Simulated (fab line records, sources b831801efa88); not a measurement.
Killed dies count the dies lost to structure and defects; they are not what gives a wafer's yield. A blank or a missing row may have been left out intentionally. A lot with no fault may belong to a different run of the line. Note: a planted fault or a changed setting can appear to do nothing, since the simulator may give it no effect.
fab line records + flow sky130
record:
- lots: 12
- wafers: 36
- lastDay: 50
route steps=708 shown FIELD_ISO@31 DNWELL@43 POLY_CUT@316 PAD_OPEN@708
lots untouched by any fault: they come from a run of this same line in which no faults occurred
startH: hours from the record's opening day to when the first of the lot's shown wafers began + waitH: hours from the lot's prior step to this one + " unchanged from the row above + L1.1+2: a row that stands for several wafers + - either no value or no given start + * or withheld: withheld + < > ~ a bound
route shown NAME@n: names a module that has steps shown in the file, with the first one's number in the route + usual: mean and standard deviation over wafers with no fault + same: alike in all rows + chamber/n: place in a boat + sites: readings site by site + _std_site: their standard deviation + _edge_site: mean of outer sites minus mean of inner sites + radiusMm: how far each site lies from the wafer's centre + mask NAME#n: copy n + behind: the last tool/chamber to shape the wafer + hold: why the lot was held/for how many hours/how that ended + device: whichever transistor did not switch (one of n, p or np) + end of line: tests run on the same wafers once the route is complete + where a step has no rows: the recipe by itself + killed: at the first sort, the dies lost to defects and structure; wafer yield is something else + map: a wafer's dies, x killed, . not, _ none there
set.NAME: setting as actually run; set.NAME@STEP: the setting as run at that earlier step + model.NAME: the simulator's own value behind a step, which no gauge read
the route's steps for a sample of lots (tables are steps, rows are wafers)
services: from which hour (startH, from the record's first day; less than 0 if before it) a tool's chamber was out of use, for how many hours, and why
== steps ==
step: SKY_FIELD_ISO_WET_ETCH_30
recipe:
- chemistry: dHF
- targetDepthNm: 25
- target: SiO2
- dilution: 10:1
- tempC: 25
- timeS: 50
usual:
- bathHeatDutyPct: 6.2/0.71
- runLengthS: 78/3.1
- tempC: 25.00/0.11
| lot.wafer | tool        | chamber | startH | waitH | bathHeatDutyPct | runLengthS | tempC |
|-----------|-------------|---------|--------|-------|-----------------|------------|-------|
| L797.1    | wetBench-01 | 0       | 44.06  | 0.0   | 6.5             | 77         | 25.18 |
| L797.3    | "           | 0       | "      | "     | 7.4             | 77         | 25.06 |
| L797.4    | "           | 0       | "      | "     | 6.6             | 77         | 25.10 |
| L798.1    | wetBench-03 | 2       | 51.89  | 0.0   | 6.1             | 76         | 25.11 |
| L798.2    | "           | 2       | "      | "     | 5.5             | 76         | 25.12 |
| L798.6    | "           | 2       | "      | "     | 6.9             | 76         | 25.13 |
| L799.4    | wetBench-01 | 0       | 57.17  | 0.0   | 7.1             | 77         | 25.03 |
| L799.5    | "           | 0       | "      | "     | 6.5             | 77         | 24.79 |
| L799.6    | "           | 0       | "      | "     | 7.4             | 77         | 24.99 |
| L801.2    | wetBench-03 | 0       | 67.27  | 0.0   | 5.4             | 84         | 25.11 |
| L801.5    | "           | 0       | "      | "     | 5.3             | 84         | 24.93 |
| L801.6    | "           | 0       | "      | "     | 4.4             | 84         | 25.06 |
| L802.2    | wetBench-02 | 0       | 71.08  | 0.0   | 6.6             | 84         | 24.82 |
| L802.3    | "           | 0       | "      | "     | 6.4             | 84         | 24.88 |
| L802.4    | "           | 0       | "      | "     | 5.5             | 84         | 24.93 |
| L803.1    | wetBench-01 | 2       | 74.01  | 0.0   | 6.8             | 76         | 24.96 |
| L803.2    | "           | 2       | "      | "     | 6.6             | 76         | 24.88 |
| L803.5    | "           | 2       | "      | "     | 6.9             | 76         | 25.01 |
| L807.1    | wetBench-03 | 3       | 96.69  | 0.0   | 6.9             | 113        | 24.96 |
| L807.4    | "           | 3       | "      | "     | 6.4             | 113        | 24.90 |
| L807.6    | "           | 3       | "      | "     | 6.5             | 113        | 24.90 |
| L811.2    | wetBench-03 | 1       | 117.43 | 0.0   | 6.2             | 121        | 25.12 |
| L811.4    | "           | 1       | "      | "     | 5.6             | 121        | 25.07 |
| L811.6    | "           | 1       | "      | "     | 5.7             | 121        | 25.09 |
| L814.4    | wetBench-01 | 2       | 135.65 | 0.0   | 5.7             | 76         | 24.90 |
| L814.5    | "           | 2       | "      | "     | 6.6             | 76         | 24.93 |
| L814.6    | "           | 2       | "      | "     | 6.2             | 76         | 24.93 |
| L816.2    | wetBench-01 | 3       | 145.97 | 0.0   | 6.4             | 75         | 25.08 |
| L816.3    | "           | 3       | "      | "     | 5.9             | 75         | 25.07 |
| L816.6    | "           | 3       | "      | "     | 5.5             | 75         | 25.18 |
| L817.2    | wetBench-01 | 2       | 148.12 | 0.0   | 6.0             | 77         | 25.16 |
| L817.4    | "           | 2       | "      | "     | 6.8             | 77         | 25.09 |
| L817.6    | "           | 2       | "      | "     | 7.1             | 77         | 25.25 |
| L818.1    | wetBench-01 | 3       | 154.02 | 0.0   | 5.7             | 75         | 25.05 |
| L818.2    | "           | 3       | "      | "     | 6.4             | 75         | 25.13 |
| L818.6    | "           | 3       | "      | "     | 6.3             | 75         | 24.95 |
step: SKY_DNWELL_STRIP_08
recipe:
- chemistry: O2/N2
- powerW: 1400
- pressureMtorr: 1500
- platenTempC: withheld
- o2FlowSccm: 3000
- n2FlowSccm: 300
- overashFraction: 0.5
usual:
- drypumpMotorCurrentA: 5.6/0.33
- n2FlowSccm: 300.0/0.89
- oesProductAu: 0.722/0.0045
- stripTimeToEndpointS: 36.89/0.08
same:
- overashFraction: 0.5
| lot.wafer | tool           | chamber | startH | waitH | drypumpMotorCurrentA | n2FlowSccm | oesProductAu | rfHoursCounterH | stripTimeToEndpointS |
|-----------|----------------|---------|--------|-------|----------------------|------------|--------------|-----------------|----------------------|
| L797.1    | plasmaAsher-01 | 0       | 62.89  | 0.1   | 5.5                  | 300.1      | 0.721        | 37              | 36.88                |
| L797.3    | "              | 1       | "      | "     | 5.2                  | 299.0      | 0.727        | -               | 36.91                |
| L797.4    | "              | 0       | "      | "     | 5.6                  | 300.0      | 0.727        | -               | 36.90                |
| L798.1    | plasmaAsher-04 | 1       | 69.54  | 0.1   | 5.6                  | 298.5      | 0.727        | 25              | 36.85                |
| L798.2    | "              | 0       | "      | "     | 5.1                  | 299.2      | 0.720        | 25              | 36.82                |
| L798.6    | "              | 0       | "      | "     | 5.1                  | 299.5      | 0.731        | -               | 36.93                |
| L799.4    | plasmaAsher-03 | 1       | 75.86  | 0.1   | 6.1                  | 299.0      | 0.725        | -               | 36.92                |
| L799.5    | "              | 1       | "      | "     | 6.1                  | 300.0      | 0.727        | -               | 36.83                |
| L799.6    | "              | 0       | "      | "     | 5.7                  | 301.4      | 0.718        | -               | 36.84                |
| L801.2    | plasmaAsher-01 | 1       | 86.44  | 0.1   | 5.2                  | 300.5      | 0.714        | 40              | 36.89                |
| L801.5    | "              | 1       | "      | "     | 5.2                  | 298.9      | 0.719        | -               | 36.92                |
| L801.6    | "              | 0       | "      | "     | 5.5                  | 298.3      | 0.720        | -               | 36.95                |
| L802.2    | plasmaAsher-03 | 1       | 90.23  | 0.1   | 6.1                  | 301.6      | 0.720        | 40              | 36.94                |
| L802.3    | "              | 1       | "      | "     | 6.1                  | 301.6      | 0.724        | -               | 36.84                |
| L802.4    | "              | 0       | "      | "     | 5.6                  | 300.0      | 0.726        | -               | 36.86                |
| L803.1    | plasmaAsher-03 | 1       | 92.94  | 0.1   | 6.1                  | 300.6      | 0.730        | 41              | 36.90                |
| L803.2    | "              | 0       | "      | "     | 5.7                  | 300.7      | 0.726        | 41              | 36.94                |
| L803.5    | "              | 1       | "      | "     | 6.1                  | 299.5      | 0.727        | -               | 36.88                |
| L807.1    | plasmaAsher-01 | 0       | 117.89 | 0.1   | 5.5                  | 299.6      | 0.722        | 43              | 36.87                |
| L807.4    | "              | 0       | "      | "     | 5.6                  | 299.6      | 0.719        | -               | 37.04                |
| L807.6    | "              | 0       | "      | "     | 5.6                  | 299.4      | 0.711        | -               | 36.92                |
| L811.2    | plasmaAsher-03 | 1       | 138.79 | 0.1   | 6.1                  | 300.2      | 0.727        | 2               | 36.70                |
| L811.4    | "              | 1       | "      | "     | 6.1                  | 300.2      | 0.722        | -               | 36.89                |
| L811.6    | "              | 1       | "      | "     | 6.1                  | 300.8      | 0.717        | -               | 36.79                |
| L814.4    | plasmaAsher-03 | 0       | 156.91 | 0.1   | 5.7                  | 299.9      | 0.732        | -               | 36.93                |
| L814.5    | "              | 1       | "      | "     | 6.1                  | 301.0      | 0.727        | -               | 36.87                |
| L814.6    | "              | 0       | "      | "     | 5.7                  | 299.5      | 0.728        | -               | 36.98                |
| L816.2    | plasmaAsher-04 | 0       | 169.23 | 0.1   | 5.1                  | 300.0      | 0.723        | 37              | 37.05                |
| L816.3    | "              | 1       | "      | "     | 5.6                  | 300.8      | 0.723        | -               | 36.97                |
| L816.6    | "              | 0       | "      | "     | 5.1                  | 300.3      | 0.724        | -               | 37.08                |
| L817.2    | plasmaAsher-03 | 1       | 171.59 | 0.1   | 6.1                  | 298.6      | 0.718        | 5               | 36.72                |
| L817.4    | "              | 0       | "      | "     | 5.7                  | 299.4      | 0.719        | -               | 36.96                |
| L817.6    | "              | 1       | "      | "     | 6.1                  | 298.6      | 0.721        | -               | 36.87                |
| L818.1    | plasmaAsher-03 | 0       | 176.36 | 0.1   | 5.7                  | 299.1      | 0.723        | 6               | 36.76                |
| L818.2    | "              | 1       | "      | "     | 6.1                  | 299.8      | 0.727        | 6               | 36.70                |
| L818.6    | "              | 0       | "      | "     | 5.7                  | 298.6      | 0.722        | -               | 36.79                |
step: SKY_POLY_CUT_OVL_MEAS_09
usual:
- POLY_CUT_OVL: 3/4.8
| lot.wafer | tool       | chamber | startH | waitH | POLY_CUT_OVL[nm] |
|-----------|------------|---------|--------|-------|------------------|
| L797.1    | overlay-01 | -       | 580.30 | 0.1   | 4                |
| L797.3    | "          | -       | "      | "     | -3               |
| L797.4    | "          | -       | "      | "     | 4                |
| L798.1    | overlay-01 | -       | 588.14 | 0.1   | -1               |
| L798.2    | "          | -       | "      | "     | 2                |
| L798.6    | "          | -       | "      | "     | 1                |
| L799.4    | overlay-01 | -       | 601.80 | 0.1   | -2               |
| L799.5    | "          | -       | "      | "     | -4               |
| L799.6    | "          | -       | "      | "     | -2               |
| L801.2    | overlay-02 | -       | 615.70 | 0.1   | -1               |
| L801.5    | "          | -       | "      | "     | -3               |
| L801.6    | "          | -       | "      | "     | -3               |
| L802.2    | overlay-01 | -       | 617.39 | 0.1   | 9                |
| L802.3    | "          | -       | "      | "     | 5                |
| L802.4    | "          | -       | "      | "     | 6                |
| L803.1    | overlay-01 | -       | 650.79 | 0.1   | -3               |
| L803.2    | "          | -       | "      | "     | 2                |
| L803.5    | "          | -       | "      | "     | 0                |
| L807.1    | overlay-01 | -       | 665.74 | 0.1   | -6               |
| L807.4    | "          | -       | "      | "     | -3               |
| L807.6    | "          | -       | "      | "     | 3                |
| L811.2    | overlay-02 | -       | 697.41 | 0.1   | 10               |
| L811.4    | "          | -       | "      | "     | 5                |
| L811.6    | "          | -       | "      | "     | 11               |
| L814.4    | overlay-02 | -       | 719.47 | 0.1   | 8                |
| L814.5    | "          | -       | "      | "     | 1                |
| L814.6    | "          | -       | "      | "     | 6                |
| L816.2    | overlay-02 | -       | 737.89 | 0.1   | 3                |
| L816.3    | "          | -       | "      | "     | 2                |
| L816.6    | "          | -       | "      | "     | 1                |
| L817.2    | overlay-02 | -       | 744.25 | 0.1   | 1                |
| L817.4    | "          | -       | "      | "     | 4                |
| L817.6    | "          | -       | "      | "     | 0                |
| L818.1    | overlay-02 | -       | 745.54 | 0.1   | 8                |
| L818.2    | "          | -       | "      | "     | 6                |
| L818.6    | "          | -       | "      | "     | 0                |
step: SKY_POLY_CUT_ETCH_10
recipe:
- chemistry: N2/H2
- target: BARC
- ionEnergyEv: 200
- sourceW: 500
- biasW: 100
- pressureMtorr: 30
- n2FlowSccm: 100
- h2FlowSccm: 200
- stopOn: SiO2
- timeS: 45.9
- targetDepthA: 600
usual:
- drypumpMotorCurrentA: 5.7/0.48
- n2FlowSccm: 100.04/0.28
- oesProductAu: 0.856/0.0043
- runLengthS: 74.4/0.42
- throttleValvePct: 13.225/0.0084
same:
- timeS: 45.9
| lot.wafer | tool       | chamber | startH | waitH | drypumpMotorCurrentA | n2FlowSccm | oesProductAu | rfHoursCounterH | runLengthS | throttleValvePct |
|-----------|------------|---------|--------|-------|----------------------|------------|--------------|-----------------|------------|------------------|
| L797.1    | rieDiel-03 | 0       | 580.33 | 0.0   | 5.8                  | 100.48     | 0.850        | 8               | 74.5       | 13.233           |
| L797.3    | "          | 1       | "      | "     | 6.1                  | 100.06     | 0.857        | 4               | 75.0       | 13.212           |
| L797.4    | "          | 3       | "      | "     | 6.6                  | 99.64      | 0.849        | 62              | 74.0       | 13.223           |
| L798.1    | rieDiel-02 | 2       | 588.17 | 0.0   | 5.1                  | 100.62     | 0.854        | 3               | 74.3       | 13.217           |
| L798.2    | "          | 3       | "      | "     | 5.5                  | 100.10     | 0.854        | 21              | 75.0       | 13.233           |
| L798.6    | "          | 1       | "      | "     | 5.5                  | 100.27     | 0.859        | -               | 75.1       | 13.201           |
| L799.4    | rieDiel-01 | 2       | 601.82 | 0.0   | 5.0                  | 99.63      | 0.855        | 20              | 74.4       | 13.232           |
| L799.5    | "          | 1       | "      | "     | 5.4                  | 99.82      | 0.862        | -               | 74.3       | 13.236           |
| L799.6    | "          | 0       | "      | "     | 5.9                  | 99.87      | 0.860        | -               | 74.1       | 13.219           |
| L801.2    | rieDiel-01 | 2       | 615.73 | 0.0   | 5.0                  | 100.15     | 0.849        | 20              | 74.6       | 13.222           |
| L801.5    | "          | 1       | "      | "     | 5.4                  | 100.38     | 0.857        | -               | 74.3       | 13.236           |
| L801.6    | "          | 0       | "      | "     | 5.8                  | 99.98      | 0.858        | -               | 73.7       | 13.219           |
| L802.2    | rieDiel-01 | 2       | 617.42 | 0.0   | 5.0                  | 99.85      | 0.854        | 20              | 75.1       | 13.208           |
| L802.3    | "          | 0       | "      | "     | 5.9                  | 100.32     | 0.852        | 62              | 73.8       | 13.239           |
| L802.4    | "          | 1       | "      | "     | 5.4                  | 99.96      | 0.859        | 2               | 74.5       | 13.237           |
| L803.1    | rieDiel-03 | 3       | 650.82 | 0.0   | 6.7                  | 99.85      | 0.851        | 63              | 74.4       | 13.234           |
| L803.2    | "          | 1       | "      | "     | 6.1                  | 99.81      | 0.849        | 5               | 74.8       | 13.217           |
| L803.5    | "          | 1       | "      | "     | 6.1                  | 99.69      | 0.856        | -               | 74.7       | 13.215           |
| L807.1    | rieDiel-03 | 3       | 665.77 | 0.0   | 6.7                  | 100.29     | 0.853        | 63              | 74.1       | 13.223           |
| L807.4    | "          | 0       | "      | "     | 5.8                  | 99.60      | 0.852        | -               | 74.4       | 13.213           |
| L807.6    | "          | 3       | "      | "     | 6.7                  | 100.34     | 0.852        | -               | 74.0       | 13.223           |
| L811.2    | rieDiel-03 | 2       | 697.44 | 0.0   | 5.4                  | 99.96      | 0.858        | 5               | 74.3       | 13.227           |
| L811.4    | "          | 0       | "      | "     | 5.8                  | 99.92      | 0.859        | 9               | 74.6       | 13.217           |
| L811.6    | "          | 1       | "      | "     | 6.1                  | 99.50      | 0.856        | -               | 74.6       | 13.220           |
| L814.4    | rieDiel-01 | 1       | 719.49 | 0.0   | 5.4                  | 100.26     | 0.860        | 4               | 74.2       | 13.220           |
| L814.5    | "          | 0       | "      | "     | 5.9                  | 100.10     | 0.852        | -               | 73.8       | 13.222           |
| L814.6    | "          | 3       | "      | "     | 6.4                  | 99.64      | 0.863        | -               | 74.3       | 13.221           |
| L816.2    | rieDiel-03 | 3       | 737.92 | 0.0   | 6.7                  | 100.16     | 0.857        | 1               | 74.6       | 13.226           |
| L816.3    | "          | 1       | "      | "     | 6.1                  | 99.99      | 0.860        | 8               | 75.1       | 13.231           |
| L816.6    | "          | 1       | "      | "     | 6.1                  | 100.28     | 0.848        | -               | 74.9       | 13.228           |
| L817.2    | rieDiel-01 | 1       | 744.28 | 0.0   | 5.4                  | 99.53      | 0.858        | 5               | 74.1       | 13.236           |
| L817.4    | "          | 0       | "      | "     | 5.9                  | 99.92      | 0.847        | 1               | 73.7       | 13.229           |
| L817.6    | "          | 1       | "      | "     | 5.4                  | 100.14     | 0.858        | -               | 74.2       | 13.228           |
| L818.1    | rieDiel-02 | 3       | 745.57 | 0.0   | 5.5                  | 100.17     | 0.859        | 25              | 74.2       | 13.221           |
| L818.2    | "          | 2       | "      | "     | 5.1                  | 99.83      | 0.859        | 8               | 74.1       | 13.221           |
| L818.6    | "          | 2       | "      | "     | 5.1                  | 99.70      | 0.863        | -               | 73.8       | 13.217           |
step: SKY_PAD_OPEN_PROBE_99
usual:
- killed_at_M0_to_M3: 44/7.3
- killed_at_M4_up: 3.3/1.8
- killedAtContacts: 24/5.3
- killedAtFrontEnd: 16/5
- killedAtOther: 0.2/0.51
- killedDies: 87/10
- killedOpen: 47/7.5
- killedShort: 40/6.3
same:
- grossDies: 492
- killedAtBackSide: 0
| lot.wafer | tool      | chamber | startH  | waitH | killed_at_M0_to_M3 | killed_at_M4_up | killedAtContacts | killedAtFrontEnd | killedAtOther | killedDies | killedOpen | killedShort |
|-----------|-----------|---------|---------|-------|--------------------|-----------------|------------------|------------------|---------------|------------|------------|-------------|
| L811.2    | prober-02 | -       | 1176.30 | 0.1   | 40                 | 3               | 25               | 13               | 0             | 81         | 38         | 43          |
| L811.4    | prober-02 | -       | 1176.40 | 0.2   | 30                 | 5               | 20               | 13               | 0             | 68         | 39         | 29          |
| L811.6    | prober-02 | -       | 1176.50 | 0.2   | 53                 | 4               | 37               | 14               | 0             | 108        | 58         | 50          |
killed by level:class
L811.2 POLY_GATE:geometricParticle:short=8 VIA3:geometricParticle:short=8 CONTACT:geometricParticle:open=7 VIA2:geometricParticle:open=6 LOCAL_INTERCONNECT:geometricParticle:short=5 LI_CONTACT:geometricParticle:open=5 METAL2:geometricParticle:short=5 VIA3:geometricParticle:open=5
L811.4 CONTACT:geometricParticle:open=9 VIA1:geometricParticle:open=7 VIA3:geometricParticle:open=5 POLY_GATE:geometricParticle:short=4 LI_CONTACT:geometricParticle:open=4 LOCAL_INTERCONNECT:geometricParticle:short=4 METAL1:geometricParticle:short=4 POLY_GATE:geometricParticle:open=3
L811.6 VIA1:geometricParticle:open=12 LI_CONTACT:geometricParticle:open=11 CONTACT:geometricParticle:open=10 CONTACT:geometricParticle:short=9 METAL2:geometricParticle:short=8 VIA3:geometricParticle:open=8 METAL1:geometricParticle:short=6 VIA2:geometricParticle:open=6
== services ==
| tool           | chamber | startH | hours | kind   |
|----------------|---------|--------|-------|--------|
| wetBench-01    | -       | 67.22  | 1.7   | repair |
| rieDiel-03     | 3       | 80.64  | 6.9   | repair |
| rieDiel-03     | 2       | 101.05 | 3.0   | repair |
| plasmaAsher-03 | -       | 104.93 | 4.3   | pm     |
| plasmaAsher-03 | -       | 109.26 | 9.0   | pm     |
| rieDiel-03     | 3       | 111.80 | 4.2   | repair |
| rieDiel-03     | 2       | 112.90 | 4.5   | repair |
| rieDiel-03     | 0       | 142.81 | 5.3   | repair |
| plasmaAsher-03 | -       | 161.29 | 8.1   | repair |
| wetBench-01    | -       | 167.43 | 3.1   | repair |
| rieDiel-01     | 2       | 197.26 | 6.3   | repair |
| rieDiel-01     | 2       | 254.13 | 4.8   | repair |
| rieDiel-01     | 1       | 301.29 | 14.5  | repair |
| rieDiel-01     | 2       | 332.05 | 8.1   | repair |
| rieDiel-03     | 1       | 382.12 | 11.0  | repair |
| rieDiel-03     | 0       | 385.47 | 4.7   | repair |
| plasmaAsher-03 | -       | 389.07 | 4.5   | repair |
| rieDiel-01     | 0       | 397.10 | 27.6  | repair |
| rieDiel-03     | 2       | 408.91 | 5.0   | repair |
| plasmaAsher-03 | -       | 501.96 | 0.7   | repair |
| rieDiel-01     | 1       | 507.13 | 4.6   | repair |
| rieDiel-01     | 0       | 513.55 | 8.1   | repair |
| rieDiel-01     | 2       | 542.34 | 4.2   | repair |
| wetBench-01    | -       | 622.01 | 1.9   | pm     |
== key ==
firstSign:
- step: SKY_FIELD_ISO_WET_ETCH_30
- reading: runLengthS
- direction: up
- sigmas: 12
- usual: *
- struck: *
effect none on later readings
metAt SKY_FIELD_ISO_WET_ETCH_30
struckLots L807,L811
testerLeftOut L807,L811
notActingAt SKY_DNWELL_STRIP_08,SKY_POLY_CUT_OVL_MEAS_09,SKY_POLY_CUT_ETCH_10
onsetBetween 67.27 96.69
fault:
- kind: processParameterDrift
- tool: wetBench-03
- chamber: -
- onsetH: 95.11
- steps: SKY_FIELD_ISO_WET_ETCH_30
- channel: timeS
- offset: *
- shape: step
- endH: 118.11
- actsIn: *
- stated: *
testerLeftOut: of these lots the tester's yield and bins aren't shown, on N5 and GAA mostly nor the transistor test; their killed dies are dies lost to structure and defects alone, not to doping, threshold or leakage, so they don't give the yield
